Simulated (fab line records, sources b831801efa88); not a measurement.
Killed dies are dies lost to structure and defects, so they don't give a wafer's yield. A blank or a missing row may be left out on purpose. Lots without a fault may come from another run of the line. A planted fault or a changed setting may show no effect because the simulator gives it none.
A struck lot beside a sound one | flow sfq_line | 42 steps out of a route of 325
Sound: wafers L606.2, L606.4, L606.6. Struck: wafer L609.5. (L609.1, L609.3 of the same lot were not struck and are left out.) The cause comes at the end.
At each step with rows: each side's tool, then ch and its chambers, then its first start. Under that, the readings that differ: sound wafers | struck wafers | difference of the means | sigmas: that difference in standard deviations of wafers without a fault.
alike: readings whose means differ by less than 2 such deviations, and words and numbers that are the same on both sides. not compared: withheld readings, readings that some wafer has no value for, bounds like >300 that may hide the same value, and numbers for which the record gives no deviation and whose values overlap.
The two part at a step that has a row with sigmas, a row that says differs or no value, or rows on one side only. Numbers that don't overlap but have no deviation are shown without sigmas and don't part them. A reading that every wafer of one side lacks parts them only if that side has two wafers or more.

first, 6 steps without rows for these wafers: SFQ_TRILAYER_M6_LITHO_COAT_164 (resist thk 62 nm); SFQ_TRILAYER_M6_LITHO_COAT_159 (resist thk 600 nm); SFQ_TRILAYER_M6_LITHO_SOFTBAKE_163; SFQ_TRILAYER_M6_LITHO_EXPOSE_160 (exposes mask M6, target cd 500 nm); SFQ_TRILAYER_M6_LITHO_PEB_162 (peb time 60 s); SFQ_TRILAYER_M6_LITHO_DEVELOP_161 (time 60 s).
SFQ_M6_OVL_MEAS_940:
  sound on overlay-02, day 74 00:10; struck on overlay-02, day 74 06:09
  reading     | sound | struck | difference | sigmas
  M6_OVL (nm) | 4 3 6 | -6     | -10        | -2
SFQ_TRILAYER_M6_BARC_OPEN_METAL_ETCH_206: etches BARC in O2, target depth 125 nm, time 41.7 s.
  sound on rie_metal-01 ch 0,1, day 74 00:11; struck on rie_metal-04 ch 1, day 74 06:11
  alike: drypump_motor_current_A, oes_product_au
  not compared: rf_hours_counter_h
then, 3 steps without rows for these wafers: SFQ_TRILAYER_M6_ETCH_METAL_ETCH_162 (etches Nb in Cl2/Ar, stops on SiO2, target depth 240 nm, time 120 s); SFQ_TRILAYER_M6_STRIP_STRIP_163 (strips in O2); SFQ_TRILAYER_M6_STRIP_SOLV_CLEAN_164 (cleans in NMP, time 600 s).
SFQ_TRILAYER_I6_DEP_PECVD_165: deposits SiO2 from SiH4/N2O, time 111.11 s, target thk 500 nm.
  sound on pecvd-01 ch 0,1,2, day 74 01:09; struck on pecvd-03 ch 0, day 74 07:09
  reading                | sound          | struck | difference | sigmas
  heater_power_w (W)     | 77 108 83      | 60     | -29        | -2
  throttle_valve_pct (%) | 24.8 24.2 24.0 | 27.1   | +2.8       | +3
SFQ_TRILAYER_I6_CMP_CMP_166: polishes SiO2.
  sound on cmp-01 ch 0,1, day 74 04:14; struck on cmp-02 ch 2, day 74 14:02
  reading                                             | sound             | struck | difference | sigmas
  time_to_endpoint_s (s)                              | 206 225 224       | 290    | +72        | +8
  model.SiO2_of_TRILAYER_I6_DEP_PECVD_165.thk_nm (nm) | 199.7 202.2 201.2 | 308.1  | +107.1     |
  alike: head_pressure_psi, motor_current_A
SFQ_I6_BOW_MEAS_941:
  sound on film_metro-01, day 74 07:15; struck on film_metro-01, day 74 15:32
  alike: I6_BOW
SFQ_TRILAYER_I6_METRO_MEASURE_167:
  sound on film_metro-01, day 74 07:33; struck on film_metro-01, day 74 15:40
  reading     | sound             | struck | difference | sigmas
  thk_nm (nm) | 199.6 202.3 201.3 | 308.0  | +106.9     | +89
then, 6 steps without rows for these wafers: SFQ_TRILAYER_I6_VIA_LITHO_COAT_174 (resist thk 62 nm); SFQ_TRILAYER_I6_VIA_LITHO_COAT_169 (resist thk 650 nm); SFQ_TRILAYER_I6_VIA_LITHO_SOFTBAKE_173; SFQ_TRILAYER_I6_VIA_LITHO_EXPOSE_170 (exposes mask I6, target cd 700 nm); SFQ_TRILAYER_I6_VIA_LITHO_PEB_172 (peb time 60 s); SFQ_TRILAYER_I6_VIA_LITHO_DEVELOP_171 (time 60 s).
SFQ_I6_OVL_MEAS_942:
  sound on overlay-02, day 75 03:46; struck on overlay-01, day 75 08:33
  alike: I6_OVL
then, 1 step without rows for these wafers: SFQ_TRILAYER_I6_VIA_BARC_OPEN_VIA_ETCH_235 (etches BARC in O2, target depth 125 nm, time 41.7 s).
SFQ_TRILAYER_I6_VIA_ETCH_VIA_ETCH_172: etches SiO2 in CHF3, stops on Nb, target depth 260 nm.
  sound on rie_diel-01 ch 0,1,3, day 75 03:50; struck on rie_diel-04 ch 3, day 75 08:38
  reading                        | sound             | struck | difference | sigmas
  oes_product_au (a.u.)          | 0.859 0.860 0.868 | 1.000  | +0.138     | +27
  model.I6.feature_depth_nm (nm) | 199.7 202.2 201.2 | 261.6  | +60.6      |
  model.etch.depth_nm (nm)       | 199.7 202.2 201.2 | 261.6  | +60.6      |
  alike: drypump_motor_current_A
SFQ_TRILAYER_I6_VIA_STRIP_STRIP_173: strips in O2.
  sound on rie_metal-04 ch 0,1, day 75 03:56; struck on rie_metal-02 ch 1, day 75 08:44
  alike: drypump_motor_current_A, oes_product_au
  not compared: rf_hours_counter_h
then, 1 step without rows for these wafers: SFQ_TRILAYER_I6_VIA_STRIP_SOLV_CLEAN_174 (cleans in NMP, time 600 s).
SFQ_TRILAYER_M7_DEP_PRE_CLEAN_176: time 22.5 s.
  sound on pvd_sputter-04, day 75 04:43; struck on pvd_sputter-03, day 75 10:07
  reading                                             | sound             | struck | difference | sigmas
  model.SiO2_of_TRILAYER_I6_DEP_PECVD_165.thk_nm (nm) | 192.2 194.7 193.7 | 300.6  | +107.1     |
then, 1 step without rows for these wafers: SFQ_TRILAYER_M7_DEP_SPUTTER_175 (material Nb, target thk 200 nm, time 133.3 s).
SFQ_M7_RS_MEAS_943: measures by four-point-probe.
  sound on film_metro-02, day 75 04:52; struck on film_metro-01, day 75 10:14
  alike: M7_NB_RS
then, 6 steps without rows for these wafers: SFQ_TRILAYER_M7_LITHO_COAT_182 (resist thk 62 nm); SFQ_TRILAYER_M7_LITHO_COAT_177 (resist thk 600 nm); SFQ_TRILAYER_M7_LITHO_SOFTBAKE_181; SFQ_TRILAYER_M7_LITHO_EXPOSE_178 (exposes mask M7, target cd 500 nm); SFQ_TRILAYER_M7_LITHO_PEB_180 (peb time 60 s); SFQ_TRILAYER_M7_LITHO_DEVELOP_179 (time 60 s).
-- the record jumps here: 4 days lie between the struck wafers' starts before and after --
SFQ_M7_OVL_MEAS_945:
  sound on overlay-01, day 78 20:35; struck on overlay-01, day 79 07:30
  alike: M7_OVL
SFQ_TRILAYER_M7_BARC_OPEN_METAL_ETCH_229: etches BARC in O2, target depth 125 nm, time 41.7 s.
  sound on rie_metal-03 ch 1, day 78 20:37; struck on rie_metal-01 ch 1, day 79 07:32
  alike: drypump_motor_current_A, oes_product_au
  not compared: rf_hours_counter_h
SFQ_TRILAYER_M7_ETCH_METAL_ETCH_180: etches Nb in Cl2/Ar, stops on SiO2, target depth 240 nm, time 120 s.
  sound on rie_metal-03 ch 1, day 78 20:40; struck on rie_metal-01 ch 1, day 79 07:36
  alike: drypump_motor_current_A, oes_product_au
  not compared: rf_hours_counter_h
then, 3 steps without rows for these wafers: SFQ_TRILAYER_M7_STRIP_STRIP_181 (strips in O2); SFQ_TRILAYER_M7_STRIP_SOLV_CLEAN_182 (cleans in NMP, time 600 s); SFQ_TRILAYER_I7_DEP_PECVD_183 (deposits SiO2 from SiH4/N2O, time 111.11 s, target thk 500 nm).
SFQ_M8_BOW_MEAS_951:
  sound on film_metro-03, day 80 14:02; struck on film_metro-04, day 80 18:39
  reading                 | sound             | struck | difference | sigmas
  model.etest.i6.link_ohm | 1.867 1.863 1.864 | 1e+06  | +1e+06     |
  alike: M8_BOW

WHERE THEY PART
First at SFQ_M6_OVL_MEAS_940; last, within this record, at SFQ_TRILAYER_I6_VIA_ETCH_VIA_ETCH_172. Later steps at which nothing parts them and some readings are alike: SFQ_TRILAYER_I6_VIA_STRIP_STRIP_173, SFQ_M7_RS_MEAS_943, SFQ_M7_OVL_MEAS_945, SFQ_TRILAYER_M7_BARC_OPEN_METAL_ETCH_229, SFQ_TRILAYER_M7_ETCH_METAL_ETCH_180, SFQ_M8_BOW_MEAS_951.

WHY: what the simulator had put in
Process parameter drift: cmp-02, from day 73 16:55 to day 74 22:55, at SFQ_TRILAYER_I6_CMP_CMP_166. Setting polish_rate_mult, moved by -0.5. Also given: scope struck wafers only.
